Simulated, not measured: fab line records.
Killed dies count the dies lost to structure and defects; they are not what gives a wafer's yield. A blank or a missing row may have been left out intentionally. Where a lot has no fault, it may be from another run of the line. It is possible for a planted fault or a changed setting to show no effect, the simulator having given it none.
Which tool is to blame? / flow sky130 / 13 lots, 39 wafers sampled, at 4 steps of a route of 708

WHAT THE GAUGES SHOWED, per wafer
SKY_LOCAL_INTERCONNECT_RS_MEAS_01: a four-point-probe measurement. Usual: LOCAL_INTERCONNECT_TIN_RS typically reads 14.17 ohm/sq, with standard deviation 0.16.
lot=L661; measured=day 29 09:07; on=film-metro-01; LOCAL_INTERCONNECT_TIN_RS (ohm/sq)=14.10 14.23 14.12; flag=
lot=L664; measured=day 30 20:37; on=film-metro-04; LOCAL_INTERCONNECT_TIN_RS (ohm/sq)=14.19 14.23 14.17; flag=
lot=L667; measured=day 31 03:52; on=film-metro-02; LOCAL_INTERCONNECT_TIN_RS (ohm/sq)=14.00 14.36 14.08; flag=
lot=L668; measured=day 31 22:16; on=film-metro-04; LOCAL_INTERCONNECT_TIN_RS (ohm/sq)=14.25 14.33 14.34; flag=
lot=L670; measured=day 32 10:44; on=film-metro-02; LOCAL_INTERCONNECT_TIN_RS (ohm/sq)=14.01 14.09 14.03; flag=
lot=L669; measured=day 32 12:14; on=film-metro-04; LOCAL_INTERCONNECT_TIN_RS (ohm/sq)=14.19 13.93 14.13; flag=
lot=L671; measured=day 32 17:02; on=film-metro-02; LOCAL_INTERCONNECT_TIN_RS (ohm/sq)=13.97 14.38 14.23; flag=
lot=L673; measured=day 33 13:47; on=film-metro-01; LOCAL_INTERCONNECT_TIN_RS (ohm/sq)=14.11 14.21 14.17; flag=
lot=L679; measured=day 35 09:14; on=film-metro-02; LOCAL_INTERCONNECT_TIN_RS (ohm/sq)=14.27 14.19 14.28; flag=
lot=L681; measured=day 35 19:37; on=film-metro-02; LOCAL_INTERCONNECT_TIN_RS (ohm/sq)=14.42 14.35 14.31; flag=
lot=L683; measured=day 37 17:47; on=film-metro-02; LOCAL_INTERCONNECT_TIN_RS (ohm/sq)=14.28 14.12 14.12; flag=
lot=L684; measured=day 37 18:55; on=film-metro-01; LOCAL_INTERCONNECT_TIN_RS (ohm/sq)=14.19 14.12 14.06; flag=
lot=L682; measured=day 37 21:44; on=film-metro-04; LOCAL_INTERCONNECT_TIN_RS (ohm/sq)=14.17 14.15 14.05; flag=

SKY_CONTACT_THK_MEAS_01. Usual: CONTACT_CVD_00_THK typically reads 75.0 nm, with standard deviation 1.1.
lot=L661; measured=day 30 14:30; on=film-metro-04; CONTACT_CVD_00_THK (nm)=73.3 73.9 74.5; flag=
lot=L664; measured=day 32 00:44; on=film-metro-04; CONTACT_CVD_00_THK (nm)=74.6 74.1 74.9; flag=
lot=L667; measured=day 32 08:31; on=film-metro-01; CONTACT_CVD_00_THK (nm)=74.8 74.0 78.1; flag=
lot=L668; measured=day 33 02:20; on=film-metro-01; CONTACT_CVD_00_THK (nm)=74.4 74.0 75.8; flag=
lot=L670; measured=day 33 15:03; on=film-metro-01; CONTACT_CVD_00_THK (nm)=75.9 76.0 77.2; flag=
lot=L669; measured=day 33 16:31; on=film-metro-03; CONTACT_CVD_00_THK (nm)=75.5 76.5 75.2; flag=
lot=L671; measured=day 33 20:56; on=film-metro-01; CONTACT_CVD_00_THK (nm)=75.0 74.0 76.6; flag=
lot=L673; measured=day 34 17:11; on=film-metro-01; CONTACT_CVD_00_THK (nm)=74.6 73.9 75.6; flag=
lot=L679; measured=day 36 12:17; on=film-metro-03; CONTACT_CVD_00_THK (nm)=72.9 75.2 76.1; flag=
lot=L681; measured=day 36 22:06; on=film-metro-04; CONTACT_CVD_00_THK (nm)=74.4 75.5 75.8; flag=
lot=L683; measured=day 38 20:28; on=film-metro-01; CONTACT_CVD_00_THK (nm)=73.6 74.4 75.3; flag=
lot=L684; measured=day 38 21:25; on=film-metro-04; CONTACT_CVD_00_THK (nm)=75.2 73.3 76.1; flag=
lot=L682; measured=day 39 00:19; on=film-metro-04; CONTACT_CVD_00_THK (nm)=72.6 72.7 76.7; flag=

WHAT TOOL EACH LOT RAN ON (gives the tool, then ch and the chambers of the sampled wafers, and finally the start)
lot=L661; SKY_LI_CONTACT_CVD_21=cvd-w-02 ch 0,1, day 29 08:26; SKY_LOCAL_INTERCONNECT_STRIP_15=plasma-asher-04 ch 0,1, day 30 13:53
lot=L664; SKY_LI_CONTACT_CVD_21=cvd-w-02 ch 0,1, day 30 19:54; SKY_LOCAL_INTERCONNECT_STRIP_15=plasma-asher-02 ch 0,1, day 32 00:06
lot=L667; SKY_LI_CONTACT_CVD_21=cvd-w-02 ch 0,1, day 31 03:12; SKY_LOCAL_INTERCONNECT_STRIP_15=plasma-asher-03 ch 0,1, day 32 07:49
lot=L668; SKY_LI_CONTACT_CVD_21=cvd-w-01 ch 0,1, day 31 21:35; SKY_LOCAL_INTERCONNECT_STRIP_15=plasma-asher-04 ch 0,1, day 33 01:41
lot=L670; SKY_LI_CONTACT_CVD_21=cvd-w-02 ch 0,1, day 32 10:03; SKY_LOCAL_INTERCONNECT_STRIP_15=plasma-asher-03 ch 0,1, day 33 14:22
lot=L669; SKY_LI_CONTACT_CVD_21=cvd-w-02 ch 0,1, day 32 11:34; SKY_LOCAL_INTERCONNECT_STRIP_15=plasma-asher-03 ch 0,1, day 33 15:52
lot=L671; SKY_LI_CONTACT_CVD_21=cvd-w-01 ch 0,1, day 32 16:21; SKY_LOCAL_INTERCONNECT_STRIP_15=plasma-asher-03 ch 0, day 33 20:15
lot=L673; SKY_LI_CONTACT_CVD_21=cvd-w-02 ch 0,1, day 33 13:07; SKY_LOCAL_INTERCONNECT_STRIP_15=plasma-asher-02 ch 0,1, day 34 16:34
lot=L679; SKY_LI_CONTACT_CVD_21=cvd-w-01 ch 0,1, day 35 08:33; SKY_LOCAL_INTERCONNECT_STRIP_15=plasma-asher-02 ch 0,1, day 36 11:35
lot=L681; SKY_LI_CONTACT_CVD_21=cvd-w-01 ch 0,1, day 35 18:57; SKY_LOCAL_INTERCONNECT_STRIP_15=plasma-asher-03 ch 0,1, day 36 21:29
lot=L683; SKY_LI_CONTACT_CVD_21=cvd-w-02 ch 0,1, day 37 17:07; SKY_LOCAL_INTERCONNECT_STRIP_15=plasma-asher-03 ch 1, day 38 19:50
lot=L684; SKY_LI_CONTACT_CVD_21=cvd-w-01 ch 0,1, day 37 18:15; SKY_LOCAL_INTERCONNECT_STRIP_15=plasma-asher-04 ch 0,1, day 38 20:47
lot=L682; SKY_LI_CONTACT_CVD_21=cvd-w-01 ch 0,1, day 37 21:03; SKY_LOCAL_INTERCONNECT_STRIP_15=plasma-asher-02 ch 0,1, day 38 23:41
- SKY_LI_CONTACT_CVD_21: deposits W, target thk 400 nm, time 120.56 s.
- SKY_LOCAL_INTERCONNECT_STRIP_15: strips in O2/N2.

WHAT THE TOOLS THEMSELVES READ (means of the sampled wafers that have a number; where no wafer has one, the mark that the record gives instead)
SKY_LI_CONTACT_CVD_21. Usual: chamber-pressure-Torr 39.99 Torr, standard deviation 0.08; heater-power-w 948 W, standard deviation 100.
lot=L661; tool=cvd-w-02; chamber-pressure-Torr (Torr)=39.94; heater-power-w (W)=1003; flag=
lot=L664; tool=cvd-w-02; chamber-pressure-Torr (Torr)=39.98; heater-power-w (W)=960; flag=
lot=L667; tool=cvd-w-02; chamber-pressure-Torr (Torr)=40.10; heater-power-w (W)=953; flag=
lot=L668; tool=cvd-w-01; chamber-pressure-Torr (Torr)=40.03; heater-power-w (W)=886; flag=
lot=L670; tool=cvd-w-02; chamber-pressure-Torr (Torr)=39.99; heater-power-w (W)=1018; flag=
lot=L669; tool=cvd-w-02; chamber-pressure-Torr (Torr)=40.01; heater-power-w (W)=1002; flag=
lot=L671; tool=cvd-w-01; chamber-pressure-Torr (Torr)=40.00; heater-power-w (W)=942; flag=
lot=L673; tool=cvd-w-02; chamber-pressure-Torr (Torr)=40.08; heater-power-w (W)=1008; flag=
lot=L679; tool=cvd-w-01; chamber-pressure-Torr (Torr)=40.03; heater-power-w (W)=954; flag=
lot=L681; tool=cvd-w-01; chamber-pressure-Torr (Torr)=39.92; heater-power-w (W)=946; flag=
lot=L683; tool=cvd-w-02; chamber-pressure-Torr (Torr)=39.99; heater-power-w (W)=1008; flag=
lot=L684; tool=cvd-w-01; chamber-pressure-Torr (Torr)=39.99; heater-power-w (W)=884; flag=
lot=L682; tool=cvd-w-01; chamber-pressure-Torr (Torr)=39.99; heater-power-w (W)=896; flag=

SKY_LOCAL_INTERCONNECT_STRIP_15. Usual: chamber-pressure-mTorr 1500.0 mTorr, standard deviation 1.3; drypump-motor-current-A 6.1 A, standard deviation 0.38; n2-flow-sccm 300.0 sccm, standard deviation 0.86; oes-product-au 0.426 a.u., standard deviation 0.0044; strip-time-to-endpoint-s 4.702 s, standard deviation 0.019.
lot=L661; tool=plasma-asher-04; chamber-pressure-mTorr (mTorr)=1499.6; drypump-motor-current-A (A)=6.0; n2-flow-sccm (sccm)=299.5; oes-product-au (a.u.)=0.429; strip-time-to-endpoint-s (s)=4.696; flag=
lot=L664; tool=plasma-asher-02; chamber-pressure-mTorr (mTorr)=1502.1; drypump-motor-current-A (A)=6.0; n2-flow-sccm (sccm)=299.9; oes-product-au (a.u.)=0.429; strip-time-to-endpoint-s (s)=4.705; flag=
lot=L667; tool=plasma-asher-03; chamber-pressure-mTorr (mTorr)=1500.0; drypump-motor-current-A (A)=6.1; n2-flow-sccm (sccm)=299.9; oes-product-au (a.u.)=0.427; strip-time-to-endpoint-s (s)=4.702; flag=
lot=L668; tool=plasma-asher-04; chamber-pressure-mTorr (mTorr)=1500.6; drypump-motor-current-A (A)=6.2; n2-flow-sccm (sccm)=299.9; oes-product-au (a.u.)=0.429; strip-time-to-endpoint-s (s)=4.681; flag=
lot=L670; tool=plasma-asher-03; chamber-pressure-mTorr (mTorr)=1499.9; drypump-motor-current-A (A)=5.8; n2-flow-sccm (sccm)=299.8; oes-product-au (a.u.)=0.428; strip-time-to-endpoint-s (s)=4.686; flag=
lot=L669; tool=plasma-asher-03; chamber-pressure-mTorr (mTorr)=1200.5; drypump-motor-current-A (A)=6.2; n2-flow-sccm (sccm)=300.7; oes-product-au (a.u.)=0.420; strip-time-to-endpoint-s (s)=5.030; flag=OFF
lot=L671; tool=plasma-asher-03; chamber-pressure-mTorr (mTorr)=1200.1; drypump-motor-current-A (A)=6.6; n2-flow-sccm (sccm)=299.8; oes-product-au (a.u.)=0.424; strip-time-to-endpoint-s (s)=5.024; flag=OFF
lot=L673; tool=plasma-asher-02; chamber-pressure-mTorr (mTorr)=1498.4; drypump-motor-current-A (A)=6.0; n2-flow-sccm (sccm)=299.9; oes-product-au (a.u.)=0.428; strip-time-to-endpoint-s (s)=4.725; flag=
lot=L679; tool=plasma-asher-02; chamber-pressure-mTorr (mTorr)=1498.8; drypump-motor-current-A (A)=6.1; n2-flow-sccm (sccm)=300.1; oes-product-au (a.u.)=0.423; strip-time-to-endpoint-s (s)=4.702; flag=
lot=L681; tool=plasma-asher-03; chamber-pressure-mTorr (mTorr)=1500.3; drypump-motor-current-A (A)=6.2; n2-flow-sccm (sccm)=299.2; oes-product-au (a.u.)=0.423; strip-time-to-endpoint-s (s)=4.717; flag=
lot=L683; tool=plasma-asher-03; chamber-pressure-mTorr (mTorr)=1499.9; drypump-motor-current-A (A)=5.4; n2-flow-sccm (sccm)=299.0; oes-product-au (a.u.)=0.425; strip-time-to-endpoint-s (s)=4.686; flag=
lot=L684; tool=plasma-asher-04; chamber-pressure-mTorr (mTorr)=1500.3; drypump-motor-current-A (A)=6.2; n2-flow-sccm (sccm)=299.2; oes-product-au (a.u.)=0.426; strip-time-to-endpoint-s (s)=4.705; flag=
lot=L682; tool=plasma-asher-02; chamber-pressure-mTorr (mTorr)=1501.3; drypump-motor-current-A (A)=6.2; n2-flow-sccm (sccm)=300.1; oes-product-au (a.u.)=0.428; strip-time-to-endpoint-s (s)=4.719; flag=

THE ANSWER, worked out from the rows above alone
Rule: take the mean of a lot's wafers that have a number; if it is more than 3 standard deviations from the usual mean, the lot is off. Also off: a lot with no number at a reading for which 4 or more lots have one. All remaining lots with rows at the step are treated as sound. The gauges are gone through in route order, then the tools' own readings, and for those a lot's mean is taken as printed above. At the first step where some lot is off, the reading lying furthest off is the one used; lots without a number count as furthest.
Off, at SKY_LOCAL_INTERCONNECT_STRIP_15 on chamber-pressure-mTorr: L669, L671.
A tool fits if, at that step or a process step before it, it ran every lot that is off, and no sound lot after the first of them. None of those tried fits.

WHAT WAS PUT IN BY THE SIMULATOR
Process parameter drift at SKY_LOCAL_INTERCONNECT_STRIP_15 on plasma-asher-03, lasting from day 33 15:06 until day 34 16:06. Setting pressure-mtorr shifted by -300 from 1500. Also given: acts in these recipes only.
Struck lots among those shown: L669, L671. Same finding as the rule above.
